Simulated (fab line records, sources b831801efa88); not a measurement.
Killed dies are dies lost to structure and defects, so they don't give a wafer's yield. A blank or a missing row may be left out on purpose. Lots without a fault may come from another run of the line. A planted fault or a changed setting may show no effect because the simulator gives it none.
Which tool did it? | flow sky130 | 24 lots, 72 wafers sampled, at 3 steps of a route of 708

WHAT THE GAUGES READ, wafer by wafer
SKY_METAL2_RS_MEAS_05: measures by four-point-probe.
lot  | measured     | on            | METAL2_ALCU_RS (ohm/sq)
L074 | day 33 14:56 | film_metro-02 | 0.1300 0.1298 0.1297
L075 | day 34 20:14 | film_metro-02 | 0.1308 0.1314 0.1324
L076 | day 35 11:07 | film_metro-02 | 0.1293 0.1286 0.1283
L077 | day 35 20:32 | film_metro-04 | 0.1315 0.1296 0.1313
L078 | day 36 12:04 | film_metro-04 | 0.1299 0.1287 0.1300
L079 | day 36 14:08 | film_metro-04 | 0.1287 0.1291 0.1292
L081 | day 36 15:33 | film_metro-02 | 0.1303 0.1313 0.1309
L080 | day 36 17:08 | film_metro-02 | 0.1291 0.1294 0.1289
L083 | day 36 17:44 | film_metro-04 | 0.1319 0.1310 0.1326
L082 | day 36 21:32 | film_metro-01 | 0.1307 0.1317 0.1323
L084 | day 37 11:30 | film_metro-02 | 0.1287 0.1301 0.1301
L085 | day 37 13:44 | film_metro-01 | 0.1313 0.1301 0.1316
L086 | day 37 20:11 | film_metro-02 | 0.1317 0.1322 0.1313
L087 | day 38 08:16 | film_metro-02 | 0.1310 0.1302 0.1295
L088 | day 38 15:55 | film_metro-02 | 0.1295 0.1303 0.1299
L089 | day 38 17:25 | film_metro-02 | 0.1309 0.1307 0.1309
L090 | day 38 21:53 | film_metro-04 | 0.1292 0.1274 0.1277
L091 | day 39 08:30 | film_metro-04 | 0.1285 0.1267 0.1277
L092 | day 40 04:02 | film_metro-02 | 0.1318 0.1316 0.1312
L093 | day 40 10:37 | film_metro-02 | 0.1300 0.1307 0.1320
L095 | day 40 15:03 | film_metro-04 | 0.1293 0.1289 0.1290
L094 | day 40 19:29 | film_metro-04 | 0.1293 0.1293 0.1299
L096 | day 40 20:30 | film_metro-02 | 0.1303 0.1297 0.1303
L097 | day 41 07:14 | film_metro-01 | 0.1284 0.1308 0.1307

WHICH TOOL RAN EACH LOT (tool, then ch and the chambers of the sampled wafers, then the start)
lot  | SKY_METAL1_SPUTTER_00        | SKY_METAL1_DESCUM_17
L074 | pvd_sputter-02, day 31 04:54 | rie_metal-03 ch 0,1, day 32 08:44
L075 | pvd_sputter-03, day 32 11:22 | rie_metal-03 ch 0,1, day 33 14:25
L076 | pvd_sputter-03, day 33 02:28 | rie_metal-04 ch 0,1, day 34 05:47
L077 | pvd_sputter-04, day 33 10:59 | rie_metal-01 ch 0, day 34 13:57
L078 | pvd_sputter-04, day 34 03:55 | rie_metal-04 ch 0,1, day 35 06:34
L079 | pvd_sputter-04, day 34 07:12 | rie_metal-01 ch 1, day 35 09:24
L081 | pvd_sputter-02, day 34 08:28 | rie_metal-01 ch 0,1, day 35 10:48
L080 | pvd_sputter-04, day 34 09:58 | rie_metal-03 ch 0,1, day 35 12:08
L083 | pvd_sputter-03, day 34 10:22 | rie_metal-04 ch 0,1, day 35 12:21
L082 | pvd_sputter-02, day 34 13:04 | rie_metal-01 ch 0,1, day 35 15:35
L084 | pvd_sputter-04, day 35 02:27 | rie_metal-03 ch 0,1, day 36 05:00
L085 | pvd_sputter-03, day 35 05:38 | rie_metal-01 ch 0,1, day 36 08:21
L086 | pvd_sputter-02, day 35 13:52 | rie_metal-01 ch 1, day 36 15:56
L087 | pvd_sputter-02, day 36 01:19 | rie_metal-04 ch 0, day 37 03:53
L088 | pvd_sputter-02, day 36 10:01 | rie_metal-04 ch 0, day 37 11:52
L089 | pvd_sputter-03, day 36 11:17 | rie_metal-03 ch 0,1, day 37 13:26
L090 | pvd_sputter-03, day 36 15:19 | rie_metal-04 ch 0, day 37 17:53
L091 | pvd_sputter-02, day 37 02:45 | rie_metal-03 ch 0,1, day 38 04:18
L092 | pvd_sputter-04, day 37 23:10 | rie_metal-01 ch 0,1, day 39 01:02
L093 | pvd_sputter-02, day 38 06:34 | rie_metal-03 ch 0,1, day 39 07:45
L095 | pvd_sputter-03, day 38 10:38 | rie_metal-03 ch 0, day 39 11:17
L094 | pvd_sputter-03, day 38 12:41 | rie_metal-01 ch 0,1, day 39 15:56
L096 | pvd_sputter-03, day 38 15:01 | rie_metal-04 ch 0,1, day 39 16:32
L097 | pvd_sputter-02, day 39 04:05 | rie_metal-01 ch 1, day 40 03:32
- SKY_METAL1_SPUTTER_00: material Ti, target thk 15 nm, time 10 s.
- SKY_METAL1_DESCUM_17: chemistry O2, time 8 s.

WHAT THE TOOLS THEMSELVES READ (means of the sampled wafers that have a number; where no wafer has one, the mark that the record gives instead)
SKY_METAL1_SPUTTER_00.
lot  | tool           | cathode_dc_power_W (W) | throttle_valve_pct (%)
L074 | pvd_sputter-02 | 3000.4                 | 30.4
L075 | pvd_sputter-03 | 3000.1                 | 28.7
L076 | pvd_sputter-03 | 2999.9                 | 28.5
L077 | pvd_sputter-04 | 3000.4                 | 30.1
L078 | pvd_sputter-04 | 2999.8                 | 29.8
L079 | pvd_sputter-04 | 3000.2                 | 30.0
L081 | pvd_sputter-02 | 3000.4                 | 30.6
L080 | pvd_sputter-04 | 2999.7                 | 29.9
L083 | pvd_sputter-03 | 3000.1                 | 29.2
L082 | pvd_sputter-02 | 3000.1                 | 30.5
L084 | pvd_sputter-04 | 2999.9                 | 30.3
L085 | pvd_sputter-03 | 2999.9                 | 29.2
L086 | pvd_sputter-02 | 3000.0                 | 30.9
L087 | pvd_sputter-02 | 3000.3                 | 30.8
L088 | pvd_sputter-02 | 3000.2                 | 31.3
L089 | pvd_sputter-03 | 2999.8                 | 29.1
L090 | pvd_sputter-03 | 3000.0                 | 28.6
L091 | pvd_sputter-02 | 2999.5                 | 30.7
L092 | pvd_sputter-04 | 2999.7                 | 30.2
L093 | pvd_sputter-02 | 2999.9                 | 30.8
L095 | pvd_sputter-03 | 3000.3                 | 29.4
L094 | pvd_sputter-03 | 2999.5                 | 29.0
L096 | pvd_sputter-03 | 2999.9                 | 29.6
L097 | pvd_sputter-02 | 2999.7                 | 30.1

SKY_METAL1_DESCUM_17.
lot  | tool         | chamber_pressure_mTorr (mTorr) | drypump_motor_current_A (A) | oes_product_au (a.u.)
L074 | rie_metal-03 | 9.996                          | 5.4                         | 1.008
L075 | rie_metal-03 | 10.005                         | 5.4                         | 0.995
L076 | rie_metal-04 | 10.000                         | 5.6                         | 0.992
L077 | rie_metal-01 | 9.997                          | 6.3                         | 1.008
L078 | rie_metal-04 | 9.998                          | 5.6                         | 0.993
L079 | rie_metal-01 | 9.998                          | 6.5                         | 1.004
L081 | rie_metal-01 | 10.001                         | 6.4                         | 0.999
L080 | rie_metal-03 | 10.002                         | 5.4                         | 0.988
L083 | rie_metal-04 | 10.001                         | 5.6                         | 1.000
L082 | rie_metal-01 | 9.998                          | 6.4                         | 1.006
L084 | rie_metal-03 | 9.997                          | 5.3                         | 1.000
L085 | rie_metal-01 | 10.010                         | 6.4                         | 1.004
L086 | rie_metal-01 | 9.994                          | 6.5                         | 1.000
L087 | rie_metal-04 | 9.999                          | 5.6                         | 0.997
L088 | rie_metal-04 | 10.005                         | 5.6                         | 1.009
L089 | rie_metal-03 | 9.993                          | 5.3                         | 0.995
L090 | rie_metal-04 | 10.007                         | 5.6                         | 1.001
L091 | rie_metal-03 | 9.999                          | 5.3                         | 1.002
L092 | rie_metal-01 | 10.005                         | 6.4                         | 0.995
L093 | rie_metal-03 | 10.001                         | 5.3                         | 1.004
L095 | rie_metal-03 | 10.003                         | 5.2                         | 0.998
L094 | rie_metal-01 | 9.992                          | 6.4                         | 0.997
L096 | rie_metal-04 | 10.002                         | 5.6                         | 1.005
L097 | rie_metal-01 | 10.004                         | 6.5                         | 1.000

THE ANSWER, worked out from the rows above alone
Rule: what is usual is taken from the lots themselves. Put in order of their means at a reading, lots are off if they are a third of the lots or fewer, leave a main group of 4 or more, and stand apart from it by a gap of 3 or more times the standard deviation of the main group's means; of several such gaps the widest counts. A main group whose means are all the same, to the digits that the tables above print for the reading, isn't used. A lot without any number at a reading at which 4 lots or more have one is off too. The other lots that the step has rows for count as sound. The gauges are gone through in route order, then the tools' own readings, and for those a lot's mean is taken as printed above. The first step at which some lot is off is used, and at that step the reading that is off furthest; a lot without a number counts as furthest.
No lot is off at any reading shown: from this, nothing can be told.

WHAT THE SIMULATOR HAD PUT IN
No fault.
